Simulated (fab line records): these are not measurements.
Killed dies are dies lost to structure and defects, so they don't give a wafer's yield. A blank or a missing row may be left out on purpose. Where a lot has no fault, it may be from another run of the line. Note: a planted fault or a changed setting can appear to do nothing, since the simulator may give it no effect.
Struck lot and sound lot, side by side || flow gf180mcu || 33 steps out of a route of 602
Sound: these wafers, L457.3, L457.4, L457.5. Struck: wafers L466.1, L466.4, L466.5. The cause is named last.
For every step that has rows: the tool of each side, followed by ch and its chambers, followed by its first start. Under that, the readings that differ: sound wafers || struck wafers || difference of the means || sigmas: that difference in standard deviations of wafers without a fault.
alike: readings with means less than 2 such deviations apart, plus words and numbers identical on both sides. not compared: withheld readings, readings lacking a value on some wafer, bounds such as >300 that could conceal the same value, and numbers that have no deviation in the record and whose values overlap.
Wherever a step has rows on one side only, a row that says differs or no value, or a row with sigmas, the two part there. Non-overlapping numbers with no deviation appear without sigmas and do not part them. Lack of a reading on every wafer of one side parts them only where that side has two or more wafers.

GF_HV_LDD_TW_MEAS_23:
  struck on film_metro-04, day 17 15:13; sound on film_metro-04, day 14 20:23
  alike: HV_LDD_2_TW
then, 7 steps without rows for these wafers: GF_HV_LDD_DEHYDRATE_24 (time 60 s); GF_HV_LDD_HMDS_25 (prime time 60 s); GF_HV_LDD_COAT_26 (resist thk 1000 nm); GF_HV_LDD_SOFTBAKE_27 (time 60 s); GF_HV_LDD_EXPOSE_28 (exposes mask Nplus HV AREA, target cd 400 nm); GF_HV_LDD_PEB_29; GF_HV_LDD_DEVELOP_30 (develop time 62.6 s).
GF_HV_LDD_CD_MEAS_31: the cd target is 400 nm.
  struck on cd_sem-01, day 18 14:06; sound on cd_sem-02, day 15 18:23
  alike: cd_nm
GF_HV_LDD_OVL_MEAS_32:
  struck on overlay-01, day 18 14:13; sound on overlay-01, day 15 18:29
  alike: HV_LDD_02_OVL
then, 2 steps without rows for these wafers: GF_HV_LDD_IMPLANT_33; GF_HV_LDD_IMPLANT_34.
GF_HV_LDD_IMPLANT_35:
  sound on implanter-02 ch 0, day 15 18:51; struck on implanter-03 ch 0, day 18 14:34
{"reading": "dose_ions_cm2", "sound": "7.507e+12 7.501e+12 7.503e+12", "struck": "9.291e+12 9.302e+12 9.303e+12", "difference": "+1.795e+12", "sigmas": "+99 or more"}
{"reading": "faraday_current_uA", "sound": "42.5 42.1 43.2", "struck": "52.2 54.6 52.4", "difference": "+10.5", "sigmas": "+12"}
  alike: beam_energy_keV
following that, these wafers have no rows for 1 step: GF_HV_LDD_IMPLANT_36.
GF_HV_LDD_STRIP_37: strips in O2/N2.
  sound on plasma_asher-02 ch 0,1, day 15 19:08; struck on plasma_asher-02 ch 0,1, day 18 14:52
{"reading": "strip_time_to_endpoint_s (s)", "sound": "12.58 12.56 12.62", "struck": "12.67 12.68 12.65", "difference": "+0.08", "sigmas": "+2"}
  alike: drypump_motor_current_A, heater_power_w, o2_flow_sccm, oes_product_au
  not compared: rf_hours_counter_h
GF_HV_LDD_TW_MEAS_38:
  struck on film_metro-03, day 18 14:59; sound on film_metro-01, day 15 19:13
{"reading": "HV_LDD_3_TW", "sound": "1425 1423 1427", "struck": "1473 1475 1475", "difference": "+49", "sigmas": "+5"}
then, 7 steps without rows for these wafers: GF_HV_LDD_DEHYDRATE_39 (time 60 s); GF_HV_LDD_HMDS_40 (prime time 60 s); GF_HV_LDD_COAT_41 (resist thk 1000 nm); GF_HV_LDD_SOFTBAKE_42 (time 60 s); GF_HV_LDD_EXPOSE_43 (exposes mask Pplus HV AREA, target cd 400 nm); GF_HV_LDD_PEB_44; GF_HV_LDD_DEVELOP_45 (develop time 60 s).
GF_HV_LDD_CD_MEAS_46: the cd target is 400 nm.
  struck on cd_sem-01, day 19 14:18; sound on cd_sem-02, day 16 17:47
  alike: cd_nm
GF_HV_LDD_OVL_MEAS_47:
  struck on overlay-02, day 19 14:25; sound on overlay-02, day 16 17:53
  alike: HV_LDD_03_OVL
following that, these wafers have no rows for 1 step: GF_HV_LDD_IMPLANT_48.
GF_HV_LDD_STRIP_49: strips in O2/N2.
  sound on plasma_asher-01 ch 0,1, day 16 18:05; struck on plasma_asher-03 ch 0,1, day 19 14:37
  alike: drypump_motor_current_A, heater_power_w, o2_flow_sccm, oes_product_au, strip_time_to_endpoint_s
  not compared: rf_hours_counter_h
GF_HV_LDD_TW_MEAS_50:
  struck on film_metro-01, day 19 14:43; sound on film_metro-04, day 16 18:11
  alike: HV_LDD_4_TW
then, 1 step without rows for these wafers: GF_HV_LDD_CLEAN_51 (cleans in SC1/SC2, time 150 s).
GF_HV_LDD_RTA_52: time 10 s.
  sound on rtp_anneal-01 ch 0, day 16 18:19; struck on rtp_anneal-02 ch 0, day 19 14:49
{"reading": "lamp_power_pct (%)", "sound": "34.1 34.0 34.0", "struck": "29.2 29.2 29.2", "difference": -4.8, "sigmas": -2}
  alike: chamber_o2_ppm, wafer_temp_C_max
GF_HV_LDD_RS_MEAS_53: measurement is done with a four-point probe.
  struck on film_metro-03, day 19 14:53; sound on film_metro-01, day 16 18:27
{"reading": "HV_LDD_RS (ohm/sq)", "sound": "417.7 417.7 416.5", "struck": "413.8 414.3 413.7", "difference": -3.4, "sigmas": -3}
then, 1 step without rows for these wafers: GF_HV_LDD_CVD_54 (deposits SiO2 from TEOS, target thk 10 nm, time 75 s).
-- a jump in the record: the struck wafers' starts before and after are 15 days apart (it breaks off in module HV_LDD and resumes in module PASSIVATION, where the first step shown is number 602 of the route) --
GF_PASSIVATION_PROBE_99:
  only the struck wafers here have rows in the record (prober-02, day 34 16:54); the sound ones have none

## WHERE THEY PART
First at GF_HV_LDD_IMPLANT_35; last, within this record, at GF_PASSIVATION_PROBE_99.

WHY: the cause the simulator had injected
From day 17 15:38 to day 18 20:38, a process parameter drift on implanter-03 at GF_HV_LDD_IMPLANT_35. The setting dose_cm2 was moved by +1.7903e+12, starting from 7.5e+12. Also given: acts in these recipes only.
